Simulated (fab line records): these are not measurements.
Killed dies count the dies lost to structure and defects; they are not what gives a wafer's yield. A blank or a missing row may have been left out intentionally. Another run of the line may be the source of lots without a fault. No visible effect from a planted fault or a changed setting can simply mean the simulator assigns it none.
The tool behind it: which one? | flow sky130 | 11 lots with 33 wafers sampled at 5 steps, on a route of 708 steps

WHAT THE GAUGES READ, wafer by wafer
SKY_VIA3_RS_MEAS_22: measures by four-point-probe.
lot  | measured     | on            | VIA3_W_RS (ohm/sq)
L129 | day 40 03:12 | film-metro-04 | 0.292 0.290 0.291
L131 | day 40 11:04 | film-metro-04 | 0.296 0.294 0.293
L133 | day 41 01:02 | film-metro-04 | 0.289 0.286 0.289
L141 | day 43 11:23 | film-metro-04 | 0.293 0.298 0.294
L143 | day 44 02:14 | film-metro-02 | 0.295 0.293 0.291
L144 | day 44 12:08 | film-metro-04 | 0.290 0.292 0.294
L145 | day 44 13:05 | film-metro-04 | 0.290 0.292 0.293
L146 | day 44 20:29 | film-metro-04 | 0.293 0.291 0.291
L147 | day 45 08:19 | film-metro-02 | 0.298 0.295 0.293
L148 | day 45 09:26 | film-metro-04 | 0.288 0.290 0.290
L149 | day 45 20:40 | film-metro-03 | 0.290 0.291 0.292

SKY_PASSIVATION_THK_MEAS_03.
lot  | measured     | on            | PASSIVATION_CVD_02_THK (nm)
L129 | day 44 07:07 | film-metro-02 | 532 536 542
L131 | day 44 14:09 | film-metro-04 | 672 546 549
L133 | day 45 04:10 | film-metro-02 | 545 672 683
L141 | day 47 06:37 | film-metro-03 | 531 542 541
L143 | day 47 19:33 | film-metro-04 | 535 548 537
L144 | day 48 03:49 | film-metro-02 | 533 532 539
L145 | day 48 06:23 | film-metro-04 | 527 538 538
L146 | day 48 10:32 | film-metro-02 | 542 539 541
L147 | day 48 21:23 | film-metro-02 | 540 529 542
L148 | day 48 23:30 | film-metro-04 | 535 550 549
L149 | day 49 07:44 | film-metro-02 | 536 547 543

WHAT TOOL EACH LOT RAN ON (gives the tool, then ch and the chambers of the sampled wafers, and finally the start)
lot  | SKY_METAL4_ETCH_17                 | SKY_METAL5_SPUTTER_03        | SKY_PASSIVATION_CVD_02
L129 | rie-diel-04 ch 0,1,2, day 42 04:43 | pvd-sputter-03, day 43 07:11 | pecvd-03 ch 0,2, day 44 06:53
L131 | rie-diel-02 ch 0,2,3, day 42 12:40 | pvd-sputter-04, day 43 15:02 | pecvd-03 ch 0,1, day 44 13:55
L133 | rie-diel-03 ch 0,1,2, day 43 02:55 | pvd-sputter-01, day 44 04:54 | pecvd-03 ch 0,2, day 45 03:56
L141 | rie-diel-03 ch 0,3, day 45 09:35   | pvd-sputter-03, day 46 08:59 | pecvd-02 ch 0,1,2, day 47 06:23
L143 | rie-diel-04 ch 0,2, day 45 23:25   | pvd-sputter-04, day 46 22:32 | pecvd-03 ch 1,2, day 47 19:19
L144 | rie-diel-04 ch 0,1,3, day 46 08:49 | pvd-sputter-03, day 47 07:44 | pecvd-02 ch 0,1,2, day 48 03:35
L145 | rie-diel-04 ch 0,3, day 46 10:20   | pvd-sputter-01, day 47 09:28 | pecvd-03 ch 0,1, day 48 06:10
L146 | rie-diel-02 ch 1,3, day 46 15:39   | pvd-sputter-01, day 47 14:05 | pecvd-03 ch 1,2, day 48 10:19
L147 | rie-diel-04 ch 1,3, day 47 03:35   | pvd-sputter-04, day 48 02:07 | pecvd-02 ch 0,1,2, day 48 21:10
L148 | rie-diel-03 ch 2,3, day 47 05:22   | pvd-sputter-04, day 48 03:32 | pecvd-01 ch 1,2, day 48 23:16
L149 | rie-diel-04 ch 0,1,3, day 47 14:50 | pvd-sputter-04, day 48 12:22 | pecvd-03 ch 1,2, day 49 07:29
- SKY_METAL4_ETCH_17: etches SiO2 in C4F8/O2/Ar, stops on TiN, time 3.9 s, target depth 15 nm.
- SKY_METAL5_SPUTTER_03: material Ti, target thk 5 nm, time 3.3 s.
- SKY_PASSIVATION_CVD_02: deposits Si3N4, target thk 540 nm.

AS READ BY THE TOOLS THEMSELVES (means over the sampled wafers that have a number; for cases with no such wafer, the mark the record gives instead)
SKY_METAL4_ETCH_17.
lot  | tool        | oes-product-au (a.u.)
L129 | rie-diel-04 | 0.752
L131 | rie-diel-02 | 0.756
L133 | rie-diel-03 | 0.756
L141 | rie-diel-03 | 0.763
L143 | rie-diel-04 | 0.757
L144 | rie-diel-04 | 0.750
L145 | rie-diel-04 | 0.754
L146 | rie-diel-02 | 0.752
L147 | rie-diel-04 | 0.754
L148 | rie-diel-03 | 0.742
L149 | rie-diel-04 | 0.748

SKY_METAL5_SPUTTER_03.
lot  | tool           | throttle-valve-pct (%)
L129 | pvd-sputter-03 | 30.4
L131 | pvd-sputter-04 | 30.8
L133 | pvd-sputter-01 | 30.1
L141 | pvd-sputter-03 | 30.2
L143 | pvd-sputter-04 | 29.9
L144 | pvd-sputter-03 | 30.1
L145 | pvd-sputter-01 | 28.9
L146 | pvd-sputter-01 | 28.9
L147 | pvd-sputter-04 | 30.3
L148 | pvd-sputter-04 | 29.9
L149 | pvd-sputter-04 | 29.8

SKY_PASSIVATION_CVD_02.
lot  | tool     | heater-power-w (W)
L129 | pecvd-03 | 749
L131 | pecvd-03 | 765
L133 | pecvd-03 | 777
L141 | pecvd-02 | 799
L143 | pecvd-03 | 707
L144 | pecvd-02 | 772
L145 | pecvd-03 | 777
L146 | pecvd-03 | 705
L147 | pecvd-02 | 844
L148 | pecvd-01 | 677
L149 | pecvd-03 | 723

THE ANSWER, worked out from the rows above alone
Rule: what is usual is taken from the lots themselves. The widest of any qualifying gaps counts: lots, ordered by their means at a reading, are off when they make up no more than a third of the lots, leave a main group of 4 or more, and stand apart from it by 3 or more times the standard deviation of that group's means. Not used: any main group whose means are identical at the precision the tables above print for the reading. A lot without any number at a reading at which 4 lots or more have one is off too. Any other lot the step has rows for is counted as sound. First the gauges in route order, then the tools' own readings, where a lot's mean is used as printed above. The first step at which some lot is off is used, and at that step the reading that is off furthest; a lot without a number counts as furthest.
Off: at SKY_PASSIVATION_THK_MEAS_03 (PASSIVATION_CVD_02_THK), L131, L133. The main group: mean 539 nm, standard deviation 3.2.
If a tool, at a process step before that reading, ran all the lots that are off and no sound lot after the first of them, it fits. Gauges at SKY_PASSIVATION_THK_MEAS_03: tried the same way as those tools. Of those tried, none fits.

WHAT THE SIMULATOR HAD INSERTED
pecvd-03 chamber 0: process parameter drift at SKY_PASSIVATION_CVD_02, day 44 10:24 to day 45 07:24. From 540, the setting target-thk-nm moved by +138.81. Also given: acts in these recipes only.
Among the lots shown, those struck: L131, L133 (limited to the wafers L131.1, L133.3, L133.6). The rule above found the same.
